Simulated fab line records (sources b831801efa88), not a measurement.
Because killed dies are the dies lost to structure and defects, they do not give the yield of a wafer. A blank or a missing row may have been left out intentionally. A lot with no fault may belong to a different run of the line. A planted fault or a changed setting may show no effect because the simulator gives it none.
One fault through the eyes of 2 desks    flow gf180mcu    only its own numbers are on each desk; what lay behind them is given at the end

== THE METROLOGY DESK ==
What the gauges read for every lot (on any tool): the sampled wafers with a number, averaged. Any lot whose mean is over 4 standard deviations away from the usual mean is out of limits and marked OUT; that distance is given in the brackets.
Columns: A = SALICIDE_TIN_THK at GF_SALICIDE_THK_MEAS_05, usual 19.80 nm
lot   first seen here  A
L355  day 14 20:21     19.65
L356  day 15 06:16     19.48
L357  day 15 23:04     20.00
L358  day 16 10:55     19.74
L361  day 17 11:22     19.70
L362  day 18 02:16     19.97
L363  day 18 02:34     20.24
L364  day 18 07:29     19.53
L366  day 19 02:10     19.60
L367  day 19 13:58     19.49
L368  day 19 22:31     19.40
L369  day 20 04:48     20.04
L375  day 22 12:13     20.09
L376  day 22 18:41     20.25
This desk found nothing out of limits on any of the 14 lots.

== FOR THE TOOL OWNER'S DESK: rtp-anneal-02 ==
Per lot that ran on this tool, the mean of the sampled wafers carrying a number, from the tool's own readings at GF_SALICIDE_RTA_06 (time 30 s). Any lot whose mean is over 4 standard deviations away from the usual mean is out of limits and marked OUT; that distance is given in the brackets.
Columns: A = lamp-power-pct at GF_SALICIDE_RTA_06, usual 5.8 %; B = wafer_temp_C_max at GF_SALICIDE_RTA_06, usual 532.9
lot   first seen here  A               B
L355  day 14 20:25     5.5             531.4
L356  day 15 06:19     5.5             531.8
L357  day 15 23:08     5.5             532.2
L358  day 16 10:58     5.5             531.5
L361  day 17 11:26     5.5             531.3
L362  day 18 02:20     5.5             532.4
L363  day 18 02:38     5.5             531.8
L366  day 19 02:14     5.5             532.1
L367  day 19 14:02     4.1 (-5.5) OUT  465.4 (-56) OUT
L368  day 19 22:35     4.1 (-5.5) OUT  465.9 (-56) OUT
This desk finds L367, L368 out of limits, L367 being first, at day 19 14:02 (lamp-power-pct at GF_SALICIDE_RTA_06). L355, L356, L357, L358, L361, L362, L363, L366: within limits.

== TAKEN TOGETHER ==
On L367, L368, at day 19 14:02, an alarm was possible from the tool owner's desk.
Metrology desk: nothing out of limits seen.
The metrology desk holds a record of L367, L368, inside its limits.
All the named lots went through GF_SALICIDE_RTA_06 on rtp-anneal-02.

== WHAT WAS PUT IN BY THE SIMULATOR ==
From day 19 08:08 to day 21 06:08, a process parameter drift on rtp-anneal-02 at GF_SALICIDE_RTA_06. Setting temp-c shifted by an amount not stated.
Struck lots among those shown: L367, L368.
Delay in hours, fault start to first out-of-limits reading, by desk: the tool owner's desk at 6.
